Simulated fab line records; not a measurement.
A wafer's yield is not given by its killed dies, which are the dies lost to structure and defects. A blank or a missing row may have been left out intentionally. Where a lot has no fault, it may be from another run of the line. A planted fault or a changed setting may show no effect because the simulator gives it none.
The tool behind it: which one? ; flow gf180mcu ; 42 wafers from 14 lots sampled at 5 of the route's 602 steps

## WHAT THE GAUGES READ, wafer by wafer
GF_VT_IMPLANT_TW_MEAS_32.
lot;measured;on;VT_IMPLANT_3_TW
L463;day 6 20:48;film_metro-02;269.1 269.9 269.1
L464;day 7 01:26;film_metro-03;269.2 269.5 266.8
L465;day 7 09:19;film_metro-02;269.4 267.3 268.9
L469;day 8 10:21;film_metro-02;267.3 266.2 267.3
L470;day 8 17:16;film_metro-01;271.9 272.2 271.5
L471;day 9 02:28;film_metro-03;267.9 266.8 267.2
L472;day 9 07:39;film_metro-01;269.8 270.1 270.3
L473;day 9 15:01;film_metro-01;269.6 270.4 269.4
L474;day 10 04:11;film_metro-03;269.6 268.0 268.5
L480;day 11 11:07;film_metro-03;268.7 267.8 267.3
L481;day 11 20:50;film_metro-03;268.5 268.6 267.0
L483;day 12 07:24;film_metro-02;268.1 267.1 267.2
L484;day 12 12:48;film_metro-01;270.0 272.5 271.2
L486;day 13 01:57;film_metro-03;268.3 269.0 267.9

GF_HV_LDD_OVL_MEAS_20.
lot;measured;on;HV_LDD_01_OVL (nm)
L463;day 10 18:55;overlay-01;0.2 -0.7 0.5
L464;day 10 22:19;overlay-02;-3.1 -3.1 -3.5
L465;day 11 05:55;overlay-02;0.8 2.0 1.0
L469;day 12 12:22;overlay-02;-2.5 -2.3 -1.6
L470;day 12 19:35;overlay-02;-1.8 -0.6 -2.0
L471;day 13 08:07;overlay-01;-2.1 -1.8 -1.6
L472;day 13 13:20;overlay-01;-2.5 -1.5 -1.8
L473;day 13 19:38;overlay-01;-0.3 1.2 -0.3
L474;day 14 10:55;overlay-02;1.3 1.0 0.3
L480;day 16 03:38;overlay-02;-0.7 0.8 1.0
L481;day 16 14:10;overlay-01;-0.7 -0.1 0.2
L483;day 17 02:58;overlay-01;-0.4 0.0 -0.2
L484;day 17 11:02;overlay-02;-1.2 -0.8 -0.2
L486;day 17 23:47;overlay-02;-0.8 -2.1 -0.5

GF_SAB_THK_MEAS_01.
lot;measured;on;SAB_CVD_00_THK (nm)
L463;day 14 05:59;film_metro-03;50.5 51.2 50.5
L464;day 14 09:51;film_metro-04;49.4 49.2 49.6
L465;day 14 18:14;film_metro-03;49.8 50.1 50.2
L469;day 16 06:01;film_metro-01;49.2 49.1 49.9
L470;day 16 12:44;film_metro-04;49.5 50.1 49.7
L471;day 17 03:07;film_metro-03;48.6 64.0 49.9
L472;day 17 10:37;film_metro-04;50.1 50.7 51.1
L473;day 17 17:37;film_metro-04;62.7 62.7 49.9
L474;day 18 09:52;film_metro-01;50.6 50.3 50.5
L480;day 20 05:11;film_metro-01;49.9 50.7 51.2
L481;day 20 15:27;film_metro-01;50.1 49.9 50.9
L483;day 21 04:21;film_metro-04;49.8 50.2 49.9
L484;day 21 12:39;film_metro-04;49.5 49.4 50.1
L486;day 22 01:05;film_metro-01;49.4 49.1 49.9

GF_CONTACT_CD_MEAS_14 targets a cd of 220 nm.
lot;measured;on;cd_nm (nm)
L463;day 16 02:58;cd_sem-02;220.0 221.0 218.5
L464;day 16 07:23;cd_sem-01;219.6 220.3 218.9
L465;day 16 16:55;cd_sem-01;219.6 219.0 219.3
L469;day 18 05:47;cd_sem-02;219.8 221.3 221.1
L470;day 18 11:56;cd_sem-02;220.5 219.7 221.6
L471;day 19 01:56;cd_sem-02;220.9 221.2 219.8
L472;day 19 11:28;cd_sem-01;216.6 217.0 218.4
L473;day 19 17:59;cd_sem-02;221.6 222.5 220.8
L474;day 20 10:39;cd_sem-02;219.7 220.9 221.2
L480;day 22 05:36;cd_sem-01;219.5 219.8 220.2
L481;day 22 15:40;cd_sem-01;218.5 217.8 218.3
L483;day 23 04:18;cd_sem-01;220.6 219.7 220.3
L484;day 23 11:40;cd_sem-01;219.1 218.7 217.9
L486;day 23 23:10;cd_sem-02;222.7 223.2 221.1

## WHICH TOOL RAN EACH LOT (tool, then ch and the chambers of the sampled wafers, then the start)
lot;GF_SAB_CVD_00
L463;pecvd-01 ch 1,2, day 14 05:58
L464;pecvd-03 ch 0,2, day 14 09:50
L465;pecvd-03 ch 0,2, day 14 18:13
L469;pecvd-04 ch 1,2, day 16 06:01
L470;pecvd-04 ch 0,1,2, day 16 12:43
L471;pecvd-04 ch 0,1,2, day 17 03:05
L472;pecvd-03 ch 0,1,2, day 17 10:35
L473;pecvd-04 ch 0,1, day 17 17:35
L474;pecvd-03 ch 0,1, day 18 09:51
L480;pecvd-01 ch 0,1,2, day 20 05:10
L481;pecvd-01 ch 0,1,2, day 20 15:26
L483;pecvd-01 ch 0,1,2, day 21 04:20
L484;pecvd-04 ch 0,1,2, day 21 12:38
L486;pecvd-03 ch 1,2, day 22 01:03
- GF_SAB_CVD_00: deposits SiO2 from TEOS, target thk 50 nm, time 4.9302 s.

## WHAT THE TOOLS THEMSELVES READ (means of the sampled wafers that have a number; where no wafer has one, the mark that the record gives instead)
GF_SAB_CVD_00.
lot;tool;heater_power_w (W)
L463;pecvd-01;505
L464;pecvd-03;632
L465;pecvd-03;702
L469;pecvd-04;713
L470;pecvd-04;667
L471;pecvd-04;658
L472;pecvd-03;606
L473;pecvd-04;644
L474;pecvd-03;617
L480;pecvd-01;576
L481;pecvd-01;556
L483;pecvd-01;564
L484;pecvd-04;650
L486;pecvd-03;537

## THE ANSWER, worked out from the rows above alone
Rule: what is usual is taken from the lots themselves. Put in order of their means at a reading, lots are off if they are a third of the lots or fewer, leave a main group of 4 or more, and stand apart from it by a gap of 3 or more times the standard deviation of the main group's means; of several such gaps the widest counts. A main group is skipped when, at the precision printed for the reading in the tables above, its means are all equal. Also off: a lot with no number at a reading for which 4 or more lots have one. Where the step has rows for the other lots, those lots are counted as sound. Order of review: gauges by route order, followed by the tools' own readings, for which a lot's mean as printed above is used. The first step at which some lot is off is used, and at that step the reading that is off furthest; a lot without a number counts as furthest.
Off: at GF_SAB_THK_MEAS_01 (SAB_CVD_00_THK), L471, L473. For the main group the mean is 50.0 nm and the standard deviation 0.48.
A tool fits if, at a process step before that reading, it ran every lot that is off, and no sound lot after the first of them. Those tools and the gauges at GF_SAB_THK_MEAS_01 are tried in the same way. Not one of the candidates tried fits.

## WHAT HAD BEEN PUT IN BY THE SIMULATOR
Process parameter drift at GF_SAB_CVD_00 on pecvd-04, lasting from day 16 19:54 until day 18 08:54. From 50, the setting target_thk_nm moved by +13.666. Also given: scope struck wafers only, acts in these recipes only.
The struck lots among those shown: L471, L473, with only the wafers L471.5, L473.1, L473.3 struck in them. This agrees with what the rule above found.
